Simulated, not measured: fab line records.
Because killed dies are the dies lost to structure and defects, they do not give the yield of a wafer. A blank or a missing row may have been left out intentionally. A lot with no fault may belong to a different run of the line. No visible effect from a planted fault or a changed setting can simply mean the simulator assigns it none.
Problem report in the 8D (eight disciplines) form, filled by code :: flow gf180mcu :: the parts of the form that need people (team, actions taken, sign-off) are left out

1. WHAT IS WRONG
M4_ALCU_THK at GF_M4_THK_MEAS_06 reads a mean of 499 nm on 6 wafers of 2 lots; wafers without a fault read 446 nm with a standard deviation of 5.9. Measured from the usual mean, that is +9.0 standard deviations.
The step: measures by xrf.
First seen on wafer L160.4, day 26 18:43, on filmMetro-01. Wafers with a number at this step in the record: 42, from 14 lots. The rule behind "out" and "out of limits": a value lying over 4 standard deviations away from the usual mean. Any other wafer with a number is counted as sound.

2. WHAT THIS IS AND IS NOT
question: which readings at this step
is: M4_ALCU_THK
is not: -

question: which lots
is: L160, L161
is not: L151, L153, L156, L163, L164, L165, L166, L167, L169, L170, L171, L172

question: which wafers of those lots
is: all that have a number
is not: -

question: read on which gauges
is: filmMetro-01, filmMetro-02
is not: -

question: when
is: from day 26 18:43
is not: up to then (9 sound wafers); but 27 sound wafers of L163, L164, L165, L166, L167, L169, L170, L171, L172 came after

3. THE SUSPECTS, EACH WITH WHAT RULES IT OUT
Counting: a tool at any process step up to the reading remains a suspect when it ran all the lots that are out and ran no sound lot after the first of those.
- the gauge at GF_M4_THK_MEAS_06 is ruled out. 2 gauges (filmMetro-01, filmMetro-02) read the wafers that are out.
- pvdSputter-03 at GF_M2_SPUTTER_00 (material Ti, target thk 37.5 nm, time 150 s): ruled out as a lasting fault. After its first lot that is out, L161 (day 22 19:32), sound lots L165, L167, L169, L170 ran on it.
- pecvd-03 at GF_V3_CVD_02 (deposits SiO2 from TEOS, target thk 850 nm, time 94.851 s): ruled out as a lasting fault. After its first lot that is out, L160 (day 25 19:31), sound lots L163, L164, L165, L170, L171 ran on it.
- pvdSputter-02 at GF_M4_SPUTTER_04 (material TiN, target thk 50 nm, time 41.7 s): ruled out as a lasting fault. After its first lot that is out, L160 (day 26 18:31), sound lots L163, L164, L169, L170, L172 ran on it.
Left after counting: nothing in the record.

4. THE CAUSE (what the simulator had put in)
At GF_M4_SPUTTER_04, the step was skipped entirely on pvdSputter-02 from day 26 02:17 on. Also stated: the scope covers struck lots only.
It was ruled out by counting, in error; the rule expects a fault to strike all lots run on its tool from its start on, and this fault did not.

5. THE EFFECT CHAIN, in route order
Each row: a reading whose mean over the struck wafers that have a number lies more than 3 standard deviations from the usual. Scope: only readings with a usual standard deviation given in the record; hours: median across lots of the time from each lot's start at the first step in this table that gives one to its start at this step; sigmas: change in usual standard deviations.
hours: 0
step: GF_M4_THK_MEAS_06
reading: M4_ALCU_THK
usual: 446 nm
on struck wafers: 499
change: +53
sigmas: +9.0
Readings that are blank on the struck wafers while sound wafers have them: cathodeDcPowerW at GF_M4_SPUTTER_04; chamberPressurePa at GF_M4_SPUTTER_04; throttleValvePct at GF_M4_SPUTTER_04.

6. WHAT WOULD HAVE CAUGHT IT SOONER
The first out-of-limits reading at a measuring or inspecting step in this record came at day 26 18:43, 16 hours after the fault's start at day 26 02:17.
At GF_M4_SPUTTER_04 the tool's readings are blank on the struck wafers, where sound wafers have them: an empty tool record is the first sign, and it was there at once.
